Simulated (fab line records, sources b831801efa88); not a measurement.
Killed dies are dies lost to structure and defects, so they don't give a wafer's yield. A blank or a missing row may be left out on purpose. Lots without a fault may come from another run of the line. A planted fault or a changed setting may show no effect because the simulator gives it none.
A struck lot beside a sound one | flow sky130 | 14 steps out of a route of 708
Sound: wafers L588.1, L588.5, L588.6. Struck: wafers L587.1, L587.4, L587.6. The cause comes at the end.
At each step with rows: each side's tool, then ch and its chambers, then its first start. Under that, the readings that differ: sound wafers | struck wafers | difference of the means | sigmas: that difference in standard deviations of wafers without a fault.
alike: readings whose means differ by less than 2 such deviations, and words and numbers that are the same on both sides. not compared: withheld readings, readings that some wafer has no value for, bounds like >300 that may hide the same value, and numbers for which the record gives no deviation and whose values overlap.
The two part at a step that has a row with sigmas, a row that says differs or no value, or rows on one side only. Numbers that don't overlap but have no deviation are shown without sigmas and don't part them. A reading that every wafer of one side lacks parts them only if that side has two wafers or more.

first, 4 steps without rows for these wafers: SKY_METAL1_STRIP_21 (strips in post etch residue remover, time 1200 s); SKY_METAL1_CLEAN_22 (cleans in IPA, time 180 s); SKY_METAL1_CLEAN_23 (cleans in O3/DIW); SKY_VIA1_HDPCVD_00 (deposits SiO2, target thk 1030 nm, time 171.7 s).
SKY_VIA1_THK_MEAS_01:
  sound on film_metro-04, day 38 18:47; struck on film_metro-01, day 38 12:05
  alike: VIA1_HDPCVD_THK
SKY_VIA1_CMP_02: polishes SiO2.
  sound on cmp-01 ch 0,3, day 38 18:50; struck on cmp-02 ch 0,2,3, day 38 12:12
  alike: motor_current_A, retaining_ring_pressure_frac
SKY_VIA1_BOW_MEAS_03:
  sound on film_metro-04, day 38 19:08; struck on film_metro-02, day 38 12:27
  alike: VIA1_BOW
then, 5 steps without rows for these wafers: SKY_VIA1_DEHYDRATE_04 (time 60 s); SKY_VIA1_HMDS_05 (prime time 60 s); SKY_VIA1_COAT_06 (resist thk 60 nm); SKY_VIA1_COAT_07 (resist thk 450 nm); SKY_VIA1_SOFTBAKE_08 (time 90 s).
SKY_VIA1_EXPOSE_09: exposes mask VIM, target cd 150 nm.
  sound on krf_scanner-01 ch 0, day 39 08:01; struck on krf_scanner-01, day 39 01:29
  no value came back on the struck wafers for exposure_dose_mJ_cm2, focus_offset_nm (nm); on the sound wafers exposure_dose_mJ_cm2 reads 37.95 37.94 37.89
  alike: mask
then, 1 step without rows for these wafers: SKY_VIA1_PEB_10.

WHERE THEY PART
Only at SKY_VIA1_EXPOSE_09, within this record.

WHY: what the simulator had put in
Skipped step whole: krf_scanner-01, from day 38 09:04 on, at SKY_VIA1_EXPOSE_09. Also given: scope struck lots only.
